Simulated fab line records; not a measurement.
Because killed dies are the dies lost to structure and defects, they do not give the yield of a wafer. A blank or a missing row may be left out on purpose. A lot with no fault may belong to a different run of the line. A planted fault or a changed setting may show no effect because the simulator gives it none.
fab line records ; flow gf180mcu
[record] lots = 5; wafers = 15; last-day = 34
route steps=602 shown V5@546
lots with no fault: from the same line, run without faults
start-h: the number of hours between the record's first day and the start of the first shown wafer of the lot ; wait-h: hours elapsed since this lot's preceding step ; " same as the row above ; L1.1+2: one row covering several wafers at once ; - no value, or no start was given ; * or withheld: withheld ; < > ~ a bound
route shown NAME@n: names a module that has steps shown in the file, with the first one's number in the route ; usual: average and standard deviation across the fault-free wafers ; same: alike in all rows ; chamber/n: place in a boat ; sites: readings site by site ; _std_site: standard deviation of those values ; _edge_site: inner sites' mean taken away from outer sites' mean ; radius-mm: how far each site lies from the wafer's centre ; mask NAME#n: copy n ; behind: the tool/chamber that last shaped the wafer ; hold: the reason the lot was held/the length of the hold in hours/how it ended ; device: whichever transistor did not switch (one of n, p or np) ; end of line: the tests these same wafers got at the end of their route ; for a step that has no rows: nothing shown but its recipe ; killed: the dies lost at the first sort to structure and to defects; this is not the yield of the wafer ; map: the dies of a wafer, with x for killed, . for not killed, _ for no die there
set.NAME: the setting as run; set.NAME@STEP: as run at that earlier step ; model.NAME: the simulator's own value behind a step, which no gauge read
lots at selected steps of the route; one table per step, one row per wafer
services: the hour from which a tool's chamber was out of use, counted from the record's first day as start-h (under 0 if before that day), plus the number of hours and why
[[steps]]
[step GF_V5_DEHYDRATE_06]
[recipe] temp-c = 200; time-s = 60
lot.wafer;tool;chamber;start-h;wait-h
L075.2+3+4;litho-track-03;0;626.11;9.2
L077.1+4+5;litho-track-03;0;648.59;9.5
L087.2+5+6;litho-track-01;0;718.85;8.2
L089.1+2+6;litho-track-04;0;724.00;8.3
L096.4+5+6;litho-track-03;0;766.66;7.1
[step GF_V5_HMDS_07]
[recipe] prime-time-s = 60; prime-temp-c = 120
lot.wafer;tool;chamber;start-h;wait-h
L075.2+3+4;litho-track-03;0;626.26;0.1
L077.1+4+5;litho-track-03;0;648.74;0.1
L087.2+5+6;litho-track-01;0;719.00;0.1
L089.1+2+6;litho-track-04;0;724.15;0.1
L096.4+5+6;litho-track-03;0;766.81;0.1
[step GF_V5_COAT_08]
[recipe] resist = BARC; temp-c = withheld; time-s = withheld; spin-rpm = withheld; resist-thk-nm = withheld
[usual] dispense-pressure-kPa = 55.5/2.9
lot.wafer;tool;chamber;start-h;wait-h;dispense-pressure-kPa
L075.2;litho-track-03;0;626.41;0.1;57.9
L075.3;litho-track-03;0;626.41;0.1;57.8
L075.4;litho-track-03;0;626.41;0.1;57.8
L077.1;litho-track-03;0;648.89;0.1;57.9
L077.4;litho-track-03;0;648.89;0.1;57.9
L077.5;litho-track-03;0;648.89;0.1;57.9
L087.2;litho-track-01;0;719.15;0.1;56.8
L087.5;litho-track-01;0;719.15;0.1;56.8
L087.6;litho-track-01;0;719.15;0.1;56.8
L089.1;litho-track-04;0;724.30;0.1;51.5
L089.2;litho-track-04;0;724.30;0.1;51.5
L089.6;litho-track-04;0;724.30;0.1;51.6
L096.4;litho-track-03;0;766.96;0.1;57.9
L096.5;litho-track-03;0;766.96;0.1;57.9
L096.6;litho-track-03;0;766.96;0.1;57.8
[step GF_V5_COAT_09]
[recipe] resist = KrF; spin-rpm = withheld; resist-thk-nm = 1000
[usual] dispense-pressure-kPa = 55.5/2.9
lot.wafer;tool;chamber;start-h;wait-h;dispense-pressure-kPa
L075.2;litho-track-03;0;-;-;57.9
L075.3;litho-track-03;0;-;-;57.9
L075.4;litho-track-03;0;-;-;57.9
L077.1;litho-track-03;0;-;-;57.9
L077.4;litho-track-03;0;-;-;57.9
L077.5;litho-track-03;0;-;-;57.8
L087.2;litho-track-01;0;-;-;56.8
L087.5;litho-track-01;0;-;-;56.8
L087.6;litho-track-01;0;-;-;56.8
L089.1;litho-track-04;0;-;-;51.5
L089.2;litho-track-04;0;-;-;51.5
L089.6;litho-track-04;0;-;-;51.5
L096.4;litho-track-03;0;-;-;57.9
L096.5;litho-track-03;0;-;-;57.8
L096.6;litho-track-03;0;-;-;57.9
[step GF_V5_SOFTBAKE_10]
[recipe] temp-c = 130; time-s = 60; resist = KrF
lot.wafer;tool;chamber;start-h;wait-h
L075.2+3+4;litho-track-03;0;-;-
L077.1+4+5;litho-track-03;0;-;-
L087.2+5+6;litho-track-01;0;-;-
L089.1+2+6;litho-track-04;0;-;-
L096.4+5+6;litho-track-03;0;-;-
[step GF_V5_EXPOSE_11]
[recipe] mask-id = Via5; target-cd-nm = 260; na = 0.68; source-shape = conventional; sigma-outer = 0.6; dose-mj = 38
[same] sigma-outer = 0.6
lot.wafer;tool;chamber;start-h;wait-h;mask
L075.2+3+4;krf-scanner-01;0;-;-;Via5#0
L077.1+4+5;krf-scanner-01;0;-;-;Via5#0
L087.2+5+6;krf-scanner-01;0;-;-;Via5#0
L089.1+2+6;krf-scanner-02;0;-;-;Via5#0
L096.4+5+6;krf-scanner-01;0;-;-;Via5#0
[step GF_V5_PEB_12]
[recipe] peb-temp-c = 135; peb-time-s = 90; resist = KrF
lot.wafer;tool;chamber;start-h;wait-h
L075.2+3+4;litho-track-03;0;-;-
L077.1+4+5;litho-track-04;0;-;-
L087.2+5+6;litho-track-01;0;-;-
L089.1+2+6;litho-track-03;0;-;-
L096.4+5+6;litho-track-04;0;-;-
[step GF_V5_DEVELOP_13]
[recipe] develop-time-s = 60; resist = KrF; dev-temp-c = 21
lot.wafer;tool;chamber;start-h;wait-h
L075.2+3+4;litho-track-03;0;637.01;0.2
L077.1+4+5;litho-track-04;0;659.40;0.2
L087.2+5+6;litho-track-01;0;728.50;0.2
L089.1+2+6;litho-track-03;0;732.89;0.2
L096.4+5+6;litho-track-04;0;775.63;0.1
[step GF_V5_CD_MEAS_14]
[recipe] target-cd-nm = 260
[usual] cd-nm = 260.2/1.1
lot.wafer;tool;chamber;start-h;wait-h;cd-nm
L075.2;cd-sem-02;-;637.16;0.1;260.1
L075.3;cd-sem-02;-;637.16;0.1;260.4
L075.4;cd-sem-02;-;637.16;0.1;260.5
L077.1;cd-sem-02;-;659.55;0.1;261.1
L077.4;cd-sem-02;-;659.55;0.1;261.0
L077.5;cd-sem-02;-;659.55;0.1;262.0
L087.2;cd-sem-02;-;728.64;0.1;259.8
L087.5;cd-sem-02;-;728.64;0.1;259.4
L087.6;cd-sem-02;-;728.64;0.1;259.5
L089.1;cd-sem-02;-;733.04;0.1;258.7
L089.2;cd-sem-02;-;733.04;0.1;259.8
L089.6;cd-sem-02;-;733.04;0.1;258.9
L096.4;cd-sem-02;-;775.76;0.1;259.0
L096.5;cd-sem-02;-;775.76;0.1;260.0
L096.6;cd-sem-02;-;775.76;0.1;259.7
[[services]]
tool;chamber;start-h;hours;kind
krf-scanner-01;-;618.89;3.6;pm
krf-scanner-02;-;630.25;0.5;repair
krf-scanner-02;-;635.11;4.0;pm
krf-scanner-02;-;651.37;1.3;pm
krf-scanner-01;-;652.67;0.8;pm
krf-scanner-01;-;658.14;4.0;pm
krf-scanner-01;-;665.54;1.3;pm
krf-scanner-02;-;684.16;0.8;pm
krf-scanner-02;-;686.28;0.2;repair
krf-scanner-02;-;691.26;1.0;pm
krf-scanner-01;-;710.37;1.0;pm
krf-scanner-01;-;730.60;2.4;repair
krf-scanner-01;-;733.05;3.0;pm
krf-scanner-01;-;761.26;0.6;repair
[[key]]
fault none
